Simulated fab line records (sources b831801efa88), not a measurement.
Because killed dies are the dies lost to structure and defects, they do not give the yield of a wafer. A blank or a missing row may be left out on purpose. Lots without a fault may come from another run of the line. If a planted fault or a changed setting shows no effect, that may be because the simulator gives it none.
Struck lot and sound lot, side by side    flow gf180mcu    15 steps out of a route of 602
Sound: these wafers, L375.4, L375.5, L375.6. Struck: wafer L385.3. (L385.4, L385.6 of the same lot were not struck and are left out.) The cause comes at the end.
Order at every step that has rows: each side's tool, ch and its chambers, its first start. Under that, the readings that differ: sound wafers    struck wafers    difference of the means    sigmas: that difference in standard deviations of wafers without a fault.
alike: a reading whose means differ by less than 2 such deviations, as well as words and numbers matching on both sides. not compared: withheld readings; readings where some wafer has no value; bounds like >300 that might hide an equal value; numbers whose values overlap and for which the record gives no deviation.
The two part at a step that has a row with sigmas, a row that says differs or no value, or rows on one side only. Numbers that have no deviation but don't overlap get no sigmas and don't part them. A reading missing from all wafers of one side parts the sides only when that side holds two or more wafers.

GF_V2_STRIP_18: strips in O2/N2.
  sound on plasma_asher-02 ch 0,1, day 22 01:17; struck on plasma_asher-02 ch 0, day 25 08:49
  alike: drypump_motor_current_A, heater_power_w, oes_product_au
  not compared: rf_hours_counter_h
then, 4 steps without rows for these wafers: GF_V2_STRIP_19 (strips in post etch residue remover, time 1200 s); GF_V2_CLEAN_20 (cleans in DIW); GF_V2_SPUTTER_21 (material Ti, target thk 15 nm, time 80.02 s); GF_V2_SPUTTER_22 (material TiN, target thk 10 nm, time 40 s).
GF_V2_CVD_23: deposits W, target thk 350 nm, time 104.94 s.
  sound on cvd_w-02 ch 0,1, day 22 01:55; struck on cvd_w-01 ch 1, day 25 09:27
reading             sound        struck  difference  sigmas
heater_power_w (W)  912 939 861  798     -106        -2
GF_V2_RS_MEAS_24: measurement is done with a four-point probe.
  struck on film_metro-03, day 25 09:34; sound on film_metro-02, day 22 02:04
  alike: V2_W_RS
GF_V2_THK_MEAS_25: measures by xrf.
  struck on film_metro-03, day 25 09:40; sound on film_metro-02, day 22 02:10
reading        sound        struck  difference  sigmas
V2_W_THK (nm)  349 348 346  359     +11         +2
then, 1 step without rows for these wafers: GF_V2_CMP_26 (polishes, stops on SiO2, t overpolish 15 s, target thk 0 nm).
GF_M3_SPUTTER_00: material Ti, target thk 37.5 nm, time 150 s.
  struck on pvd_sputter-03, day 25 10:01; sound on pvd_sputter-01, day 22 02:29
  alike: throttle_valve_pct
GF_M3_SPUTTER_01: material TiN, target thk 30 nm, time 25 s.
  struck on pvd_sputter-03, day 25 10:07; sound on pvd_sputter-01, day 22 02:35
  alike: throttle_valve_pct
GF_M3_SPUTTER_02: material AlCu, target thk 450 nm, time 23.9 s.
  struck on pvd_sputter-03, day 25 10:08; sound on pvd_sputter-01, day 22 02:37
  alike: throttle_valve_pct
GF_M3_SPUTTER_03: material Ti, target thk 10 nm, time 6.7 s.
  struck on pvd_sputter-03, day 25 10:10; sound on pvd_sputter-01, day 22 02:39
reading                                sound              struck  difference  sigmas
model.Ti_of_M3_SPUTTER_03.thk_nm (nm)  10.13 10.13 10.18  9.347   -0.800      
  alike: throttle_valve_pct
then, 1 step without rows for these wafers: GF_M3_SPUTTER_04 (material TiN, target thk 50 nm, time 41.7 s).
-- the record jumps here: 8 days lie between the struck wafers' starts before and after (it left off in module M3 and takes up again in module PASSIVATION, whose first step shown is number 602 of the route) --
GF_PASSIVATION_PROBE_99:
  rows exist in the record for the struck wafers here (prober-02, day 33 01:11), but not for the sound ones

WHERE THEY PART
Earliest at GF_V2_CVD_23; latest, in this record, at GF_PASSIVATION_PROBE_99.

WHY: what the simulator had put in
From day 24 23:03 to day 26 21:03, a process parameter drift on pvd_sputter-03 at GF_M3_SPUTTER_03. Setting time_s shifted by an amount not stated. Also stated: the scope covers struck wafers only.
